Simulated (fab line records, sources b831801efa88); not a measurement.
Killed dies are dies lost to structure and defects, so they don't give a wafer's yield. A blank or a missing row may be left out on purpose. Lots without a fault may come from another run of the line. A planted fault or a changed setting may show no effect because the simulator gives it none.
Which tool did it? | flow sky130 | 15 lots, 45 wafers sampled, at 5 steps of a route of 708

WHAT THE GAUGES READ, wafer by wafer
SKY_LDD_P_TW_MEAS_11. Usual: LDD_P_TW 637, standard deviation 6.9.
lot  | measured     | on            | LDD_P_TW    | flag
L433 | day 19 00:34 | film_metro-04 | 632 633 632 |
L435 | day 19 15:34 | film_metro-04 | 639 635 631 |
L436 | day 19 23:26 | film_metro-01 | 628 630 630 |
L438 | day 20 19:27 | film_metro-04 | 640 641 640 |
L439 | day 21 02:56 | film_metro-04 | 640 639 639 |
L441 | day 22 02:02 | film_metro-01 | 629 630 627 |
L443 | day 22 21:30 | film_metro-02 | 641 642 642 |
L445 | day 23 10:57 | film_metro-02 | 647 647 646 |
L446 | day 23 19:34 | film_metro-04 | 635 635 631 |
L447 | day 24 06:06 | film_metro-02 | 643 640 643 |
L451 | day 25 14:35 | film_metro-02 | 643 648 641 |
L452 | day 26 05:08 | film_metro-02 | 645 643 646 |
L454 | day 26 20:18 | film_metro-01 | 629 631 633 |
L455 | day 27 04:36 | film_metro-02 | 644 640 648 |
L456 | day 27 11:01 | film_metro-01 | 628 621 625 |

SKY_LDD_LDN_OVL_MEAS_07. Usual: LDD_LDN_OVL 0.2 nm, standard deviation 1.7.
lot  | measured     | on         | LDD_LDN_OVL (nm) | flag
L433 | day 22 20:47 | overlay-01 | 2.5 -0.5 0.0     |
L435 | day 23 11:23 | overlay-01 | -0.4 0.8 -1.8    |
L436 | day 23 19:47 | overlay-01 | 0.8 1.3 0.5      |
L438 | day 24 14:05 | overlay-02 | -0.2 -2.9 -3.4   |
L439 | day 24 22:17 | overlay-01 | 1.5 2.1 3.0      |
L441 | day 25 20:41 | overlay-01 | -0.1 1.7 0.5     |
L443 | day 26 14:26 | overlay-02 | 1.7 0.9 -1.3     |
L445 | day 27 03:44 | overlay-02 | -1.8 -2.4 -1.7   |
L446 | day 27 12:00 | overlay-01 | -1.3 -0.4 1.5    |
L447 | day 27 21:18 | overlay-01 | 0.5 0.1 0.8      |
L451 | day 29 05:05 | overlay-02 | 1.9 -0.8 1.1     |
L452 | day 29 18:02 | overlay-02 | 0.2 1.3 -0.5     |
L454 | day 30 10:21 | overlay-01 | 3.4 2.4 3.1      |
L455 | day 30 17:29 | overlay-02 | -0.6 -0.6 0.2    |
L456 | day 30 23:39 | overlay-02 | 0.7 -1.6 -0.8    |

SKY_SD_P_CD_MEAS_07: target cd 380 nm. Usual: cd_nm 380.7 nm, standard deviation 2.7.
lot  | measured     | on        | cd_nm (nm)        | flag
L433 | day 25 13:02 | cd_sem-01 | 379.8 380.4 377.7 |
L435 | day 26 00:40 | cd_sem-01 | 379.0 381.1 380.3 |
L436 | day 26 09:59 | cd_sem-02 | 383.5 384.4 381.1 |
L438 | day 27 02:31 | cd_sem-01 | 377.6 379.4 377.4 |
L439 | day 27 11:40 | cd_sem-02 | 379.7 381.5 380.8 |
L441 | day 28 08:46 | cd_sem-01 | 380.7 378.0 380.2 |
L443 | day 29 02:08 | cd_sem-02 | 380.9 380.7 379.4 |
L445 | day 29 14:32 | cd_sem-01 | 375.9 376.8 377.1 |
L446 | day 29 23:46 | cd_sem-02 | 380.6 380.3 381.8 |
L447 | day 30 08:13 | cd_sem-01 | 377.9 377.4 378.0 |
L451 | day 31 15:20 | cd_sem-01 | 381.7 383.1 382.9 |
L452 | day 32 03:44 | cd_sem-01 | 379.1 378.1 381.1 |
L454 | day 32 21:07 | cd_sem-02 | 380.0 380.7 379.4 |
L455 | day 33 02:47 | cd_sem-01 | 386.7 387.0 387.8 |
L456 | day 33 08:04 | cd_sem-01 | 378.1 376.6 375.3 |

SKY_SD_N_CD_MEAS_07: target cd 380 nm. Usual: cd_nm 380.4 nm, standard deviation 2.5.
lot  | measured     | on        | cd_nm (nm)        | flag
L433 | day 27 22:52 | cd_sem-01 | 381.2 380.9 379.5 |
L435 | day 28 10:46 | cd_sem-02 | 380.1 377.0 377.1 |
L436 | day 28 20:11 | cd_sem-02 | 375.5 376.6 377.5 |
L438 | day 29 11:28 | cd_sem-02 | 377.7 383.2 380.3 |
L439 | day 29 21:17 | cd_sem-02 | 382.6 382.9 381.9 |
L441 | day 30 16:30 | cd_sem-02 | 379.8 379.2 379.6 |
L443 | day 31 09:58 | cd_sem-02 | 379.7 380.5 379.2 |
L445 | day 31 23:08 | cd_sem-01 | - - -             | OFF
L446 | day 32 07:37 | cd_sem-01 | - - -             | OFF
L447 | day 32 15:10 | cd_sem-02 | - - -             | OFF
L451 | day 33 21:14 | cd_sem-02 | 378.1 378.9 377.4 |
L452 | day 34 08:47 | cd_sem-02 | 382.1 381.9 383.3 |
L454 | day 35 03:34 | cd_sem-02 | 384.9 380.4 382.5 |
L455 | day 35 08:08 | cd_sem-01 | 383.7 381.6 381.4 |
L456 | day 35 12:45 | cd_sem-02 | 380.6 380.8 380.9 |

WHICH TOOL RAN EACH LOT (tool, then ch and the chambers of the sampled wafers, then the start)
lot  | SKY_SD_N_COAT_02
L433 | litho_track-04 ch 0, day 27 08:16
L435 | litho_track-02 ch 0, day 27 20:30
L436 | litho_track-02 ch 0, day 28 05:38
L438 | litho_track-04 ch 0, day 28 21:31
L439 | litho_track-04 ch 0, day 29 06:38
L441 | litho_track-01 ch 0, day 30 02:41
L443 | litho_track-01 ch 0, day 30 19:44
L445 | litho_track-04, day 31 09:23
L446 | litho_track-04, day 31 17:25
L447 | litho_track-04, day 32 01:05
L451 | litho_track-01 ch 0, day 33 08:11
L452 | litho_track-04 ch 0, day 33 19:26
L454 | litho_track-01 ch 0, day 34 14:05
L455 | litho_track-04 ch 0, day 34 18:41
L456 | litho_track-04 ch 0, day 34 23:07
- SKY_SD_N_COAT_02: resist thk 1140 nm.

WHAT THE TOOLS THEMSELVES READ (means of the sampled wafers that have a number; where no wafer has one, the mark that the record gives instead)
SKY_SD_N_COAT_02. Usual: chill_plate_temp_C 22.98 C, standard deviation 0.1; dispense_pressure_kPa 47 kPa, standard deviation 3.5; resist_line_temp_C 23.01 C, standard deviation 0.096.
lot  | tool           | chill_plate_temp_C (C) | dispense_pressure_kPa (kPa) | resist_line_temp_C (C) | flag
L433 | litho_track-04 | 23.04                  | 52                          | 23.04                  |
L435 | litho_track-02 | 22.87                  | 45                          | 23.06                  |
L436 | litho_track-02 | 23.10                  | 45                          | 23.06                  |
L438 | litho_track-04 | 22.93                  | 52                          | 23.07                  |
L439 | litho_track-04 | 22.96                  | 52                          | 23.04                  |
L441 | litho_track-01 | 23.01                  | 44                          | 22.89                  |
L443 | litho_track-01 | 22.94                  | 44                          | 23.00                  |
L445 | litho_track-04 | -                      | -                           | -                      | OFF
L446 | litho_track-04 | -                      | -                           | -                      | OFF
L447 | litho_track-04 | -                      | -                           | -                      | OFF
L451 | litho_track-01 | 23.10                  | 44                          | 22.92                  |
L452 | litho_track-04 | 22.94                  | 52                          | 23.01                  |
L454 | litho_track-01 | 23.10                  | 44                          | 23.03                  |
L455 | litho_track-04 | 22.89                  | 52                          | 23.13                  |
L456 | litho_track-04 | 23.04                  | 52                          | 22.95                  |

THE ANSWER, worked out from the rows above alone
Rule: a lot is off if the mean of its wafers that have a number lies more than 3 standard deviations from the usual mean. A lot without any number at a reading at which 4 lots or more have one is off too. The other lots that the step has rows for count as sound. The gauges are gone through in route order, then the tools' own readings, and for those a lot's mean is taken as printed above. The first step at which some lot is off is used, and at that step the reading that is off furthest; a lot without a number counts as furthest.
Off: L445, L446, L447, at SKY_SD_N_CD_MEAS_07 (cd_nm). Without a number there: L445, L446, L447.
A tool fits if, at a process step before that reading, it ran every lot that is off, and no sound lot after the first of them. The gauges at SKY_SD_N_CD_MEAS_07 aren't tried: what is off there is off at SKY_SD_N_COAT_02 too, on other tools, and a gauge's error can't cause that. None of those tried fits.

WHAT THE SIMULATOR HAD PUT IN
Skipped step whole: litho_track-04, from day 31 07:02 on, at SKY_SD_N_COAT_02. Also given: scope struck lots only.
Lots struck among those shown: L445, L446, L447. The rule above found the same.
